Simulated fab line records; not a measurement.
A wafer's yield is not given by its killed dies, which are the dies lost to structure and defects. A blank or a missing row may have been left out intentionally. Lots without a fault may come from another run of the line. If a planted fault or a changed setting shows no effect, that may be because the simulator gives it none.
Which of the tools did it? / flow sky130 / 12 lots, 33 wafers sampled, at 6 steps of a route of 708

== WHAT THE GAUGES READ, wafer by wafer ==
SKY_FIELD_ISO_THK_MEAS_25.
lot=L538; measured=day 2 09:37; on=film_metro-02; FIELD_ISO_CVD_24_THK (nm)=592 599 594
lot=L539; measured=day 2 16:20; on=film_metro-03; FIELD_ISO_CVD_24_THK (nm)=600 595 590
lot=L540; measured=day 2 23:02; on=film_metro-01; FIELD_ISO_CVD_24_THK (nm)=595 601 600
lot=L542; measured=day 3 03:55; on=film_metro-01; FIELD_ISO_CVD_24_THK (nm)=593 593 587
lot=L543; measured=day 3 10:11; on=film_metro-01; FIELD_ISO_CVD_24_THK (nm)=591 593 590
lot=L544; measured=day 3 14:37; on=film_metro-02; FIELD_ISO_CVD_24_THK (nm)=593 599 594
lot=L545; measured=day 3 19:50; on=film_metro-03; FIELD_ISO_CVD_24_THK (nm)=596 594 588
lot=L546; measured=day 4 02:35; on=film_metro-01; FIELD_ISO_CVD_24_THK (nm)=599 601 599
lot=L552; measured=day 5 09:16; on=film_metro-03; FIELD_ISO_CVD_24_THK (nm)=274 275
lot=L553; measured=day 5 12:32; on=film_metro-01; FIELD_ISO_CVD_24_THK (nm)=273 597
lot=L554; measured=day 5 19:06; on=film_metro-02; FIELD_ISO_CVD_24_THK (nm)=599 274
lot=L559; measured=day 6 20:20; on=film_metro-02; FIELD_ISO_CVD_24_THK (nm)=589 594 598

SKY_VT_ADJUST_HVTP_CD_MEAS_07: the cd target is 380 nm.
lot=L538; measured=day 6 02:10; on=cd_sem-02; cd_nm (nm)=380.7 382.1 383.1
lot=L539; measured=day 6 10:03; on=cd_sem-02; cd_nm (nm)=383.5 380.3 379.3
lot=L540; measured=day 6 17:19; on=cd_sem-01; cd_nm (nm)=381.7 381.2 379.9
lot=L542; measured=day 7 03:39; on=cd_sem-02; cd_nm (nm)=373.6 372.0 372.3
lot=L543; measured=day 7 12:16; on=cd_sem-01; cd_nm (nm)=381.8 382.6 384.0
lot=L544; measured=day 7 17:19; on=cd_sem-01; cd_nm (nm)=380.4 381.4 378.4
lot=L545; measured=day 7 23:34; on=cd_sem-02; cd_nm (nm)=384.8 384.1 381.7
lot=L546; measured=day 8 05:01; on=cd_sem-01; cd_nm (nm)=384.5 381.4 381.2
lot=L553; measured=day 9 22:59; on=cd_sem-01; cd_nm (nm)=383.0
lot=L554; measured=day 10 06:43; on=cd_sem-02; cd_nm (nm)=376.8
lot=L559; measured=day 11 10:13; on=cd_sem-01; cd_nm (nm)=382.2 385.1 383.3

SKY_CONTACT_BOW_MEAS_05.
lot=L538; measured=day 30 08:47; on=film_metro-02; CONTACT_BOW (um)=79 80 85
lot=L539; measured=day 30 22:25; on=film_metro-02; CONTACT_BOW (um)=87 95 78
lot=L540; measured=day 31 11:19; on=film_metro-01; CONTACT_BOW (um)=80 76 79
lot=L542; measured=day 31 21:37; on=film_metro-02; CONTACT_BOW (um)=79 91 80
lot=L543; measured=day 32 02:32; on=film_metro-03; CONTACT_BOW (um)=72 91 85
lot=L544; measured=day 32 11:47; on=film_metro-03; CONTACT_BOW (um)=82 81 92
lot=L545; measured=day 32 17:29; on=film_metro-01; CONTACT_BOW (um)=91 78 91
lot=L546; measured=day 33 09:02; on=film_metro-03; CONTACT_BOW (um)=79 83 89
lot=L553; measured=day 35 08:12; on=film_metro-01; CONTACT_BOW (um)=85
lot=L554; measured=day 35 17:35; on=film_metro-02; CONTACT_BOW (um)=80
lot=L559; measured=day 36 20:29; on=film_metro-01; CONTACT_BOW (um)=90 78 76

== WHICH TOOL RAN EACH LOT (tool, then ch and the chambers of the sampled wafers, then the start) ==
lot=L538; SKY_FIELD_ISO_CVD_24=hdpcvd-01 ch 0,1,2, day 2 09:32; SKY_FIELD_ISO_CMP_27=cmp-01 ch 2,3, day 2 11:50; SKY_SD_N_STRIP_11=plasma_asher-04 ch 0, day 27 19:37
lot=L539; SKY_FIELD_ISO_CVD_24=hdpcvd-01 ch 0,1, day 2 16:15; SKY_FIELD_ISO_CMP_27=cmp-02 ch 2,3, day 2 19:11; SKY_SD_N_STRIP_11=plasma_asher-01 ch 0,1, day 28 09:25
lot=L540; SKY_FIELD_ISO_CVD_24=hdpcvd-02 ch 1,2, day 2 22:57; SKY_FIELD_ISO_CMP_27=cmp-01 ch 0,1,3, day 3 00:35; SKY_SD_N_STRIP_11=plasma_asher-04 ch 0,1, day 28 23:07
lot=L542; SKY_FIELD_ISO_CVD_24=hdpcvd-01 ch 1,2, day 3 03:50; SKY_FIELD_ISO_CMP_27=cmp-01 ch 2,3, day 3 06:50; SKY_SD_N_STRIP_11=plasma_asher-04 ch 0,1, day 29 08:52
lot=L543; SKY_FIELD_ISO_CVD_24=hdpcvd-01 ch 0,1,2, day 3 10:07; SKY_FIELD_ISO_CMP_27=cmp-01 ch 0,3, day 3 12:39; SKY_SD_N_STRIP_11=plasma_asher-01 ch 0,1, day 29 15:04
lot=L544; SKY_FIELD_ISO_CVD_24=hdpcvd-01 ch 0,1,2, day 3 14:32; SKY_FIELD_ISO_CMP_27=cmp-01 ch 0,1,3, day 3 18:32; SKY_SD_N_STRIP_11=plasma_asher-01 ch 0,1, day 30 00:13
lot=L545; SKY_FIELD_ISO_CVD_24=hdpcvd-01 ch 0,1,2, day 3 19:46; SKY_FIELD_ISO_CMP_27=cmp-01 ch 0,2, day 3 22:46; SKY_SD_N_STRIP_11=plasma_asher-02 ch 0,1, day 30 07:10
lot=L546; SKY_FIELD_ISO_CVD_24=hdpcvd-01 ch 0,1, day 4 02:31; SKY_FIELD_ISO_CMP_27=cmp-01 ch 0,1,2, day 4 04:11; SKY_SD_N_STRIP_11=plasma_asher-04 ch 0,1, day 30 23:02
lot=L552; SKY_FIELD_ISO_CVD_24=hdpcvd-01 ch 0,1, day 5 09:11; SKY_FIELD_ISO_CMP_27=cmp-02 ch 0,1, day 5 11:22; SKY_SD_N_STRIP_11=-
lot=L553; SKY_FIELD_ISO_CVD_24=hdpcvd-01 ch 0,1, day 5 12:27; SKY_FIELD_ISO_CMP_27=cmp-01 ch 2,3, day 5 15:13; SKY_SD_N_STRIP_11=plasma_asher-01 ch 0, day 32 22:59
lot=L554; SKY_FIELD_ISO_CVD_24=hdpcvd-01 ch 1,2, day 5 19:01; SKY_FIELD_ISO_CMP_27=cmp-01 ch 2, day 5 21:52; SKY_SD_N_STRIP_11=plasma_asher-04 ch 0, day 33 09:34
lot=L559; SKY_FIELD_ISO_CVD_24=hdpcvd-02 ch 0,1, day 6 20:16; SKY_FIELD_ISO_CMP_27=cmp-02 ch 0,1,3, day 6 22:23; SKY_SD_N_STRIP_11=plasma_asher-04 ch 0,1, day 34 13:50
- SKY_FIELD_ISO_CVD_24: deposits SiO2, target thk 595 nm, time 99.2 s.
- SKY_FIELD_ISO_CMP_27: polishes, stops on Si3N4, t overpolish 16 s, target thk 457.8 nm.
- SKY_SD_N_STRIP_11: strips in O2/N2.

== WHAT THE TOOLS THEMSELVES READ (means of the sampled wafers that have a number; where no wafer has one, the mark that the record gives instead) ==
SKY_FIELD_ISO_CMP_27.
lot=L538; tool=cmp-01; edge_zone_pressure_frac=1.004; head_pressure_psi (psi)=4.004; motor_current_A (A)=13.7; time_to_endpoint_s (s)=115
lot=L539; tool=cmp-02; edge_zone_pressure_frac=0.997; head_pressure_psi (psi)=4.004; motor_current_A (A)=13.0; time_to_endpoint_s (s)=112
lot=L540; tool=cmp-01; edge_zone_pressure_frac=0.996; head_pressure_psi (psi)=3.995; motor_current_A (A)=12.5; time_to_endpoint_s (s)=114
lot=L542; tool=cmp-01; edge_zone_pressure_frac=0.998; head_pressure_psi (psi)=4.000; motor_current_A (A)=13.2; time_to_endpoint_s (s)=114
lot=L543; tool=cmp-01; edge_zone_pressure_frac=1.003; head_pressure_psi (psi)=4.011; motor_current_A (A)=11.7; time_to_endpoint_s (s)=117
lot=L544; tool=cmp-01; edge_zone_pressure_frac=1.003; head_pressure_psi (psi)=4.001; motor_current_A (A)=12.5; time_to_endpoint_s (s)=111
lot=L545; tool=cmp-01; edge_zone_pressure_frac=1.000; head_pressure_psi (psi)=3.998; motor_current_A (A)=11.1; time_to_endpoint_s (s)=115
lot=L546; tool=cmp-01; edge_zone_pressure_frac=0.996; head_pressure_psi (psi)=3.998; motor_current_A (A)=11.5; time_to_endpoint_s (s)=112
lot=L552; tool=cmp-02; edge_zone_pressure_frac=1.000; head_pressure_psi (psi)=3.998; motor_current_A (A)=11.4; time_to_endpoint_s (s)=52
lot=L553; tool=cmp-01; edge_zone_pressure_frac=1.002; head_pressure_psi (psi)=3.998; motor_current_A (A)=13.1; time_to_endpoint_s (s)=82
lot=L554; tool=cmp-01; edge_zone_pressure_frac=0.998; head_pressure_psi (psi)=4.000; motor_current_A (A)=11.6; time_to_endpoint_s (s)=82
lot=L559; tool=cmp-02; edge_zone_pressure_frac=1.005; head_pressure_psi (psi)=3.995; motor_current_A (A)=11.7; time_to_endpoint_s (s)=116

SKY_SD_N_STRIP_11.
lot=L538; tool=plasma_asher-04; drypump_motor_current_A (A)=5.4; n2_flow_sccm (sccm)=300.0; oes_product_au (a.u.)=0.524; strip_time_to_endpoint_s (s)=22.51
lot=L539; tool=plasma_asher-01; drypump_motor_current_A (A)=5.8; n2_flow_sccm (sccm)=300.6; oes_product_au (a.u.)=0.528; strip_time_to_endpoint_s (s)=22.59
lot=L540; tool=plasma_asher-04; drypump_motor_current_A (A)=5.5; n2_flow_sccm (sccm)=298.6; oes_product_au (a.u.)=0.530; strip_time_to_endpoint_s (s)=22.53
lot=L542; tool=plasma_asher-04; drypump_motor_current_A (A)=5.6; n2_flow_sccm (sccm)=300.9; oes_product_au (a.u.)=0.528; strip_time_to_endpoint_s (s)=22.49
lot=L543; tool=plasma_asher-01; drypump_motor_current_A (A)=5.7; n2_flow_sccm (sccm)=299.5; oes_product_au (a.u.)=0.532; strip_time_to_endpoint_s (s)=22.51
lot=L544; tool=plasma_asher-01; drypump_motor_current_A (A)=5.7; n2_flow_sccm (sccm)=300.1; oes_product_au (a.u.)=0.524; strip_time_to_endpoint_s (s)=22.47
lot=L545; tool=plasma_asher-02; drypump_motor_current_A (A)=6.0; n2_flow_sccm (sccm)=299.9; oes_product_au (a.u.)=0.525; strip_time_to_endpoint_s (s)=22.52
lot=L546; tool=plasma_asher-04; drypump_motor_current_A (A)=5.6; n2_flow_sccm (sccm)=299.2; oes_product_au (a.u.)=0.526; strip_time_to_endpoint_s (s)=22.53
lot=L553; tool=plasma_asher-01; drypump_motor_current_A (A)=5.6; n2_flow_sccm (sccm)=300.7; oes_product_au (a.u.)=0.521; strip_time_to_endpoint_s (s)=22.56
lot=L554; tool=plasma_asher-04; drypump_motor_current_A (A)=5.3; n2_flow_sccm (sccm)=301.0; oes_product_au (a.u.)=0.535; strip_time_to_endpoint_s (s)=22.52
lot=L559; tool=plasma_asher-04; drypump_motor_current_A (A)=5.6; n2_flow_sccm (sccm)=299.9; oes_product_au (a.u.)=0.524; strip_time_to_endpoint_s (s)=22.62

== THE ANSWER, worked out from the rows above alone ==
Rule: the lots themselves supply what counts as usual. Put in order of their means at a reading, lots are off if they are a third of the lots or fewer, leave a main group of 4 or more, and stand apart from it by a gap of 3 or more times the standard deviation of the main group's means; of several such gaps the widest counts. A main group is skipped when, at the precision printed for the reading in the tables above, its means are all equal. A lot without any number at a reading at which 4 lots or more have one is off too. Where the step has rows for the other lots, those lots are counted as sound. After the gauges, taken in route order, come the tools' own readings; for these a lot's mean is taken, as printed above. The first step at which some lot is off is used, and at that step the reading that is off furthest; a lot without a number counts as furthest.
Off: L552, L553, L554, at SKY_FIELD_ISO_THK_MEAS_25 (FIELD_ISO_CVD_24_THK). Mean 595 nm and standard deviation 2.8 in the main group.
If a tool, at a process step before that reading, ran all the lots that are off and no sound lot after the first of them, it fits. The gauges at SKY_FIELD_ISO_THK_MEAS_25 aren't tried: what is off there is off at SKY_FIELD_ISO_CMP_27 too, on other tools, and a gauge's error can't cause that. One fits: hdpcvd-01 at SKY_FIELD_ISO_CVD_24. Its last sound lot is L546 (day 4 02:31), its first lot that is off L552 (day 5 09:11): a fault that began between those two fits.

== WHAT WAS PUT IN BY THE SIMULATOR ==
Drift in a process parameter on hdpcvd-01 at SKY_FIELD_ISO_CVD_24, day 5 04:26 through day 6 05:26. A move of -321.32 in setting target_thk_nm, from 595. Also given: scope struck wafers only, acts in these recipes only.
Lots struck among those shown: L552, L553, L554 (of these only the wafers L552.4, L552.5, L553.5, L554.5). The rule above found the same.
